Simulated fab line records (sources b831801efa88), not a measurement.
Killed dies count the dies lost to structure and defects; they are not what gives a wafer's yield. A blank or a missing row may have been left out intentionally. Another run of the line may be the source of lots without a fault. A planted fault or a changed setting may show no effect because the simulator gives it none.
Which tool was responsible? :: flow sfq line :: 14 lots, 42 wafers sampled, at 6 steps of a route of 325

== WHAT THE GAUGES SHOWED, per wafer ==
SFQ_INCOMING_BOW_MEAS_900.
lot: L790
measured: day 1 10:02
on: film metro-04
INCOMING_BOW (um): -3 -6 2

lot: L791
measured: day 1 15:02
on: film metro-01
INCOMING_BOW (um): -7 3 -10

lot: L794
measured: day 2 06:00
on: film metro-02
INCOMING_BOW (um): -2 -11 4

lot: L797
measured: day 2 21:02
on: film metro-04
INCOMING_BOW (um): 1 -8 -6

lot: L799
measured: day 3 07:00
on: film metro-01
INCOMING_BOW (um): 4 3 -10

lot: L800
measured: day 3 12:00
on: film metro-01
INCOMING_BOW (um): 4 1 1

lot: L801
measured: day 3 17:00
on: film metro-04
INCOMING_BOW (um): -6 -11 8

lot: L802
measured: day 3 22:02
on: film metro-04
INCOMING_BOW (um): -9 1 -1

lot: L803
measured: day 4 03:04
on: film metro-01
INCOMING_BOW (um): -9 3 7

lot: L804
measured: day 4 08:01
on: film metro-02
INCOMING_BOW (um): -3 -3 5

lot: L805
measured: day 4 13:02
on: film metro-01
INCOMING_BOW (um): 5 14 -5

lot: L811
measured: day 5 19:02
on: film metro-01
INCOMING_BOW (um): 0 -6 4

lot: L812
measured: day 6 00:00
on: film metro-04
INCOMING_BOW (um): 15 -2 -3

lot: L813
measured: day 6 05:00
on: film metro-04
INCOMING_BOW (um): -7 0 -5

SFQ_L0V_OVL_MEAS_903.
lot: L790
measured: day 7 05:47
on: overlay-02
L0V_OVL (nm): -4 2 5

lot: L791
measured: day 7 11:47
on: overlay-02
L0V_OVL (nm): 6 0 11

lot: L794
measured: day 8 11:46
on: overlay-01
L0V_OVL (nm): 4 -1 4

lot: L797
measured: day 9 23:07
on: overlay-02
L0V_OVL (nm): 2 3 9

lot: L799
measured: day 10 20:50
on: overlay-02
L0V_OVL (nm): -4 -10 -5

lot: L800
measured: day 11 05:14
on: overlay-02
L0V_OVL (nm): -10 -1 1

lot: L801
measured: day 11 11:14
on: overlay-01
L0V_OVL (nm): 14 15 13

lot: L802
measured: day 11 13:39
on: overlay-01
L0V_OVL (nm): 11 7 0

lot: L803
measured: day 11 16:03
on: overlay-01
L0V_OVL (nm): 2 2 4

lot: L804
measured: day 11 22:10
on: overlay-01
L0V_OVL (nm): 6 6 7

lot: L805
measured: day 12 04:10
on: overlay-01
L0V_OVL (nm): -3 6 4

lot: L811
measured: day 14 11:30
on: overlay-01
L0V_OVL (nm): -3 -6 3

lot: L812
measured: day 14 15:05
on: overlay-01
L0V_OVL (nm): 2 3 -3

lot: L813
measured: day 15 03:05
on: overlay-02
L0V_OVL (nm): 6 5 10

SFQ_I7_BOW_MEAS_946.
lot: L790
measured: day 78 23:17
on: film metro-02
I7_BOW (um): 3 0 7

lot: L791
measured: day 79 02:17
on: film metro-02
I7_BOW (um): -2 8 -3

lot: L794
measured: day 83 15:21
on: film metro-02
I7_BOW (um): -2 -10 5

lot: L797
measured: day 83 21:23
on: film metro-02
I7_BOW (um): 6 -3 -2

lot: L799
measured: day 84 03:21
on: film metro-02
I7_BOW (um): 13 12 0

lot: L800
measured: day 84 05:45
on: film metro-02
I7_BOW (um): -11 -13 -14

lot: L801
measured: day 84 13:57
on: film metro-01
I7_BOW (um): 4 1 17

lot: L802
measured: day 84 16:40
on: film metro-02
I7_BOW (um): 0 8 7

lot: L803
measured: day 84 21:26
on: film metro-03
I7_BOW (um): -12 -1 5

lot: L804
measured: day 85 01:58
on: film metro-02
I7_BOW (um): 6 5 14

lot: L805
measured: day 85 03:14
on: film metro-03
I7_BOW (um): 12 20 2

lot: L811
measured: day 92 00:51
on: film metro-03
I7_BOW (um): 22 17 26

lot: L812
measured: day 92 03:49
on: film metro-01
I7_BOW (um): 31 14 10

lot: L813
measured: day 92 08:08
on: film metro-03
I7_BOW (um): 5 12 7

== EACH LOT AND THE TOOL THAT RAN IT (in order: tool; ch and the chambers of the sampled wafers; start) ==
lot: L790
SFQ_TRILAYER_I1_CMP_CMP_046: cmp-01 ch 0,2,3, day 24 07:15
SFQ_TRILAYER_I1_METRO_MEASURE_047: film metro-03, day 24 09:16
SFQ_TRILAYER_I1_VIA_ETCH_VIA_ETCH_052: rie diel-02 ch 0,2,3, day 30 21:12

lot: L791
SFQ_TRILAYER_I1_CMP_CMP_046: cmp-01 ch 2,3, day 24 12:57
SFQ_TRILAYER_I1_METRO_MEASURE_047: film metro-03, day 24 16:28
SFQ_TRILAYER_I1_VIA_ETCH_VIA_ETCH_052: rie diel-01 ch 1,3, day 31 03:12

lot: L794
SFQ_TRILAYER_I1_CMP_CMP_046: cmp-01 ch 0,1, day 26 00:13
SFQ_TRILAYER_I1_METRO_MEASURE_047: film metro-04, day 26 02:50
SFQ_TRILAYER_I1_VIA_ETCH_VIA_ETCH_052: rie diel-02 ch 0,1,3, day 32 08:08

lot: L797
SFQ_TRILAYER_I1_CMP_CMP_046: cmp-01 ch 0,1, day 27 23:54
SFQ_TRILAYER_I1_METRO_MEASURE_047: film metro-02, day 28 03:25
SFQ_TRILAYER_I1_VIA_ETCH_VIA_ETCH_052: rie diel-01 ch 0,1,2, day 34 06:07

lot: L799
SFQ_TRILAYER_I1_CMP_CMP_046: cmp-02 ch 0,1,3, day 29 14:48
SFQ_TRILAYER_I1_METRO_MEASURE_047: film metro-03, day 29 16:55
SFQ_TRILAYER_I1_VIA_ETCH_VIA_ETCH_052: rie diel-01 ch 1,2, day 35 14:38

lot: L800
SFQ_TRILAYER_I1_CMP_CMP_046: cmp-02 ch 1,2,3, day 29 18:36
SFQ_TRILAYER_I1_METRO_MEASURE_047: film metro-03, day 29 21:43
SFQ_TRILAYER_I1_VIA_ETCH_VIA_ETCH_052: rie diel-03 ch 0,2,3, day 35 19:26

lot: L801
SFQ_TRILAYER_I1_CMP_CMP_046: cmp-01 ch 0,2,3, day 30 04:06
SFQ_TRILAYER_I1_METRO_MEASURE_047: film metro-03, day 30 06:43
SFQ_TRILAYER_I1_VIA_ETCH_VIA_ETCH_052: rie diel-03 ch 1,2, day 36 03:50

lot: L802
SFQ_TRILAYER_I1_CMP_CMP_046: cmp-02 ch 1,2, day 30 07:14
SFQ_TRILAYER_I1_METRO_MEASURE_047: film metro-03, day 30 10:16
SFQ_TRILAYER_I1_VIA_ETCH_VIA_ETCH_052: rie diel-02 ch 0,1,3, day 36 07:26

lot: L803
SFQ_TRILAYER_I1_CMP_CMP_046: cmp-02 ch 0,1, day 30 13:14
SFQ_TRILAYER_I1_METRO_MEASURE_047: film metro-03, day 30 16:28
SFQ_TRILAYER_I1_VIA_ETCH_VIA_ETCH_052: rie diel-03 ch 2,3, day 36 15:58

lot: L804
SFQ_TRILAYER_I1_CMP_CMP_046: cmp-01 ch 2,3, day 30 19:48
SFQ_TRILAYER_I1_METRO_MEASURE_047: film metro-04, day 30 23:07
SFQ_TRILAYER_I1_VIA_ETCH_VIA_ETCH_052: rie diel-02 ch 1,2,3, day 37 00:22

lot: L805
SFQ_TRILAYER_I1_CMP_CMP_046: cmp-01 ch 0,1,3, day 31 03:01
SFQ_TRILAYER_I1_METRO_MEASURE_047: film metro-04, day 31 06:32
SFQ_TRILAYER_I1_VIA_ETCH_VIA_ETCH_052: rie diel-01 ch 0,1,3, day 37 15:01

lot: L811
SFQ_TRILAYER_I1_CMP_CMP_046: cmp-02 ch 0,2,3, day 33 17:14
SFQ_TRILAYER_I1_METRO_MEASURE_047: film metro-04, day 33 19:15
SFQ_TRILAYER_I1_VIA_ETCH_VIA_ETCH_052: rie diel-01 ch 2,3, day 39 23:40

lot: L812
SFQ_TRILAYER_I1_CMP_CMP_046: cmp-02 ch 0,1,2, day 33 19:59
SFQ_TRILAYER_I1_METRO_MEASURE_047: film metro-02, day 33 22:07
SFQ_TRILAYER_I1_VIA_ETCH_VIA_ETCH_052: rie diel-02 ch 0,2,3, day 40 02:04

lot: L813
SFQ_TRILAYER_I1_CMP_CMP_046: cmp-01 ch 0,1,2, day 34 12:57
SFQ_TRILAYER_I1_METRO_MEASURE_047: film metro-02, day 34 16:04
SFQ_TRILAYER_I1_VIA_ETCH_VIA_ETCH_052: rie diel-02 ch 0,1, day 40 15:16
- SFQ_TRILAYER_I1_CMP_CMP_046: polishes SiO2.
- SFQ_TRILAYER_I1_METRO_MEASURE_047
- SFQ_TRILAYER_I1_VIA_ETCH_VIA_ETCH_052: etches SiO2 in CHF3, stops on Nb, target depth 260 nm.

== WHAT THE TOOLS THEMSELVES READ (means of the sampled wafers that have a number; where no wafer has one, the mark that the record gives instead) ==
SFQ_TRILAYER_I1_CMP_CMP_046.
lot: L790
tool: cmp-01
motor current A (A): 10.6
platen rpm (rpm): 60.04
time to endpoint s (s): 207

lot: L791
tool: cmp-01
motor current A (A): 10.5
platen rpm (rpm): 60.00
time to endpoint s (s): 222

lot: L794
tool: cmp-01
motor current A (A): 10.7
platen rpm (rpm): 60.00
time to endpoint s (s): 219

lot: L797
tool: cmp-01
motor current A (A): 10.5
platen rpm (rpm): 60.03
time to endpoint s (s): 208

lot: L799
tool: cmp-02
motor current A (A): 11.2
platen rpm (rpm): 60.02
time to endpoint s (s): 214

lot: L800
tool: cmp-02
motor current A (A): 10.7
platen rpm (rpm): 59.98
time to endpoint s (s): 215

lot: L801
tool: cmp-01
motor current A (A): 10.7
platen rpm (rpm): 60.00
time to endpoint s (s): 205

lot: L802
tool: cmp-02
motor current A (A): 10.8
platen rpm (rpm): 60.01
time to endpoint s (s): 241

lot: L803
tool: cmp-02
motor current A (A): 11.2
platen rpm (rpm): 60.02
time to endpoint s (s): 266

lot: L804
tool: cmp-01
motor current A (A): 10.8
platen rpm (rpm): 60.03
time to endpoint s (s): 215

lot: L805
tool: cmp-01
motor current A (A): 10.2
platen rpm (rpm): 59.99
time to endpoint s (s): 214

lot: L811
tool: cmp-02
motor current A (A): 11.1
platen rpm (rpm): 60.01
time to endpoint s (s): 208

lot: L812
tool: cmp-02
motor current A (A): 10.9
platen rpm (rpm): 60.00
time to endpoint s (s): 215

lot: L813
tool: cmp-01
motor current A (A): 10.6
platen rpm (rpm): 60.03
time to endpoint s (s): 217

SFQ_TRILAYER_I1_METRO_MEASURE_047.
lot: L790
tool: film metro-03
thk nm (nm): 200.3

lot: L791
tool: film metro-03
thk nm (nm): 199.4

lot: L794
tool: film metro-04
thk nm (nm): 200.0

lot: L797
tool: film metro-02
thk nm (nm): 199.3

lot: L799
tool: film metro-03
thk nm (nm): 200.0

lot: L800
tool: film metro-03
thk nm (nm): 199.8

lot: L801
tool: film metro-03
thk nm (nm): 199.8

lot: L802
tool: film metro-03
thk nm (nm): 236.9

lot: L803
tool: film metro-03
thk nm (nm): 270.2

lot: L804
tool: film metro-04
thk nm (nm): 199.5

lot: L805
tool: film metro-04
thk nm (nm): 199.5

lot: L811
tool: film metro-04
thk nm (nm): 199.0

lot: L812
tool: film metro-02
thk nm (nm): 201.1

lot: L813
tool: film metro-02
thk nm (nm): 199.7

SFQ_TRILAYER_I1_VIA_ETCH_VIA_ETCH_052.
lot: L790
tool: rie diel-02
drypump motor current A (A): 5.6
oes product au (a.u.): 0.852

lot: L791
tool: rie diel-01
drypump motor current A (A): 6.5
oes product au (a.u.): 0.856

lot: L794
tool: rie diel-02
drypump motor current A (A): 5.2
oes product au (a.u.): 0.855

lot: L797
tool: rie diel-01
drypump motor current A (A): 6.0
oes product au (a.u.): 0.851

lot: L799
tool: rie diel-01
drypump motor current A (A): 6.4
oes product au (a.u.): 0.854

lot: L800
tool: rie diel-03
drypump motor current A (A): 5.9
oes product au (a.u.): 0.854

lot: L801
tool: rie diel-03
drypump motor current A (A): 6.0
oes product au (a.u.): 0.858

lot: L802
tool: rie diel-02
drypump motor current A (A): 5.3
oes product au (a.u.): 0.907

lot: L803
tool: rie diel-03
drypump motor current A (A): 5.7
oes product au (a.u.): 0.956

lot: L804
tool: rie diel-02
drypump motor current A (A): 5.4
oes product au (a.u.): 0.853

lot: L805
tool: rie diel-01
drypump motor current A (A): 6.1
oes product au (a.u.): 0.851

lot: L811
tool: rie diel-01
drypump motor current A (A): 6.2
oes product au (a.u.): 0.850

lot: L812
tool: rie diel-02
drypump motor current A (A): 5.6
oes product au (a.u.): 0.852

lot: L813
tool: rie diel-02
drypump motor current A (A): 5.1
oes product au (a.u.): 0.853

== THE ANSWER, worked out from the rows above alone ==
Rule: what is usual is taken from the lots themselves. The widest of any qualifying gaps counts: lots, ordered by their means at a reading, are off when they make up no more than a third of the lots, leave a main group of 4 or more, and stand apart from it by 3 or more times the standard deviation of that group's means. A main group is skipped when, at the precision printed for the reading in the tables above, its means are all equal. A lot without any number at a reading at which 4 lots or more have one is off too. Where the step has rows for the other lots, those lots are counted as sound. First the gauges in route order, then the tools' own readings, where a lot's mean is used as printed above. The first step at which some lot is off is used, and at that step the reading that is off furthest; a lot without a number counts as furthest.
Off: L802, L803 (SFQ_TRILAYER_I1_CMP_CMP_046, time to endpoint s). Main group: mean 213 s, sd 5.
If a tool, at that step or one of the process steps before it, ran each lot that is off and ran no sound lot following the first of them, it fits. Of those tried, none fits.

== WHAT HAD BEEN PUT IN BY THE SIMULATOR ==
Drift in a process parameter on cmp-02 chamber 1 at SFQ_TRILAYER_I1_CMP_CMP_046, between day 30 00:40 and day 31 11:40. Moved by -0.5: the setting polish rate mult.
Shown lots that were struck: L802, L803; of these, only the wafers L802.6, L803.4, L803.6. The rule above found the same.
